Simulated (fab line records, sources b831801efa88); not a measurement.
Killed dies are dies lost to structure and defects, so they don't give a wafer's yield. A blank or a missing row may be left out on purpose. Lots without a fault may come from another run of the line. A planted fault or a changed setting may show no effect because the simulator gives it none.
A struck lot beside a sound one | flow sky130 | 15 steps out of a route of 708
Sound: wafers L380.1, L380.5, L380.6. Struck: wafers L388.2, L388.3, L388.5. The cause comes at the end.
At each step with rows: each side's tool, then ch and its chambers, then its first start. Under that, the readings that differ: sound wafers | struck wafers | difference of the means | sigmas: that difference in standard deviations of wafers without a fault.
alike: readings whose means differ by less than 2 such deviations, and words and numbers that are the same on both sides. not compared: withheld readings, readings that some wafer has no value for, bounds like >300 that may hide the same value, and numbers for which the record gives no deviation and whose values overlap.
The two part at a step that has a row with sigmas, a row that says differs or no value, or rows on one side only. Numbers that don't overlap but have no deviation are shown without sigmas and don't part them. A reading that every wafer of one side lacks parts them only if that side has two wafers or more.

SKY_VIA1_CMP_24: polishes, stops on SiO2, t overpolish 15 s, target thk 0 nm.
  sound on cmp-01 ch 0,1,2, day 33 10:43; struck on cmp-02 ch 0,2,3, day 36 12:40
  alike: motor_current_A, overpolish_run_s, time_to_endpoint_s
SKY_METAL2_SPUTTER_00: material Ti, target thk 15 nm, time 10 s.
  sound on pvd_sputter-04, day 33 10:55; struck on pvd_sputter-04, day 36 12:52
  alike: throttle_valve_pct
SKY_METAL2_SPUTTER_01: material TiN, target thk 20 nm, time 16.7 s.
  sound on pvd_sputter-04, day 33 10:56; struck on pvd_sputter-04, day 36 12:53
  alike: throttle_valve_pct
then, 1 step without rows for these wafers: SKY_METAL2_SPUTTER_02 (material AlCu, target thk 250 nm, time 13.3 s).
SKY_METAL2_SPUTTER_03: material Ti, target thk 5 nm, time 3.3 s.
  sound on pvd_sputter-04, day 33 10:59; struck on pvd_sputter-04, day 36 12:56
  alike: throttle_valve_pct
SKY_METAL2_SPUTTER_04: material TiN, target thk 70 nm, time 58.3 s.
  sound on pvd_sputter-04, day 33 11:00; struck on pvd_sputter-04, day 36 12:58
  alike: throttle_valve_pct
SKY_METAL2_RS_MEAS_05: measures by four-point-probe.
  sound on film_metro-02, day 33 11:03; struck on film_metro-01, day 36 13:02
  alike: METAL2_ALCU_RS
SKY_METAL2_THK_MEAS_06: measures by xrf.
  sound on film_metro-02, day 33 11:10; struck on film_metro-01, day 36 13:08
  alike: METAL2_ALCU_THK
then, 4 steps without rows for these wafers: SKY_METAL2_DEHYDRATE_07 (time 60 s); SKY_METAL2_HMDS_08 (prime time 60 s); SKY_METAL2_COAT_09 (resist thk 60 nm); SKY_METAL2_COAT_10 (resist thk 450 nm).
SKY_METAL2_SOFTBAKE_11: time 90 s.
  sound on litho_track-03 ch 0, day 34 00:00; struck on litho_track-02 ch 0, day 37 01:00
  reading                  | sound               | struck               | difference | sigmas
  heater_power_total_W (W) | 57.26 57.22 57.55   | 58.74 58.46 58.48    | +1.22      | +11
  plate_temp_C (C)         | 99.93 100.03 100.01 | 101.35 101.57 101.40 | +1.45      | +10
then, 1 step without rows for these wafers: SKY_METAL2_EXPOSE_12 (exposes mask MM2, target cd 140 nm).
-- the record jumps here: 11 days lie between the struck wafers' starts before and after (it left off in module METAL2 and takes up again in module PAD_OPEN, whose first step shown is number 708 of the route) --
SKY_PAD_OPEN_PROBE_99:
  sound on prober-01, day 45 10:05; struck on prober-01, day 47 16:12
  alike: defect_limited_yield, killed_at_M0_to_M3, killed_at_M4_up, killed_at_contacts, killed_at_front_end, killed_at_other, killed_dies, killed_open, killed_short, sort_bin_3_pad_short, sort_bin_5_function, sort_bin_6_memory, sort_bin_8_speed, sort_n_pass, sort_yield_pct

WHERE THEY PART
Only at SKY_METAL2_SOFTBAKE_11, within this record. Later steps at which nothing parts them and some readings are alike: SKY_PAD_OPEN_PROBE_99.

WHY: what the simulator had put in
Process parameter drift: litho_track-02, from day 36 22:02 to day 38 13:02, at SKY_METAL2_SOFTBAKE_11. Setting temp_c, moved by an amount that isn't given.
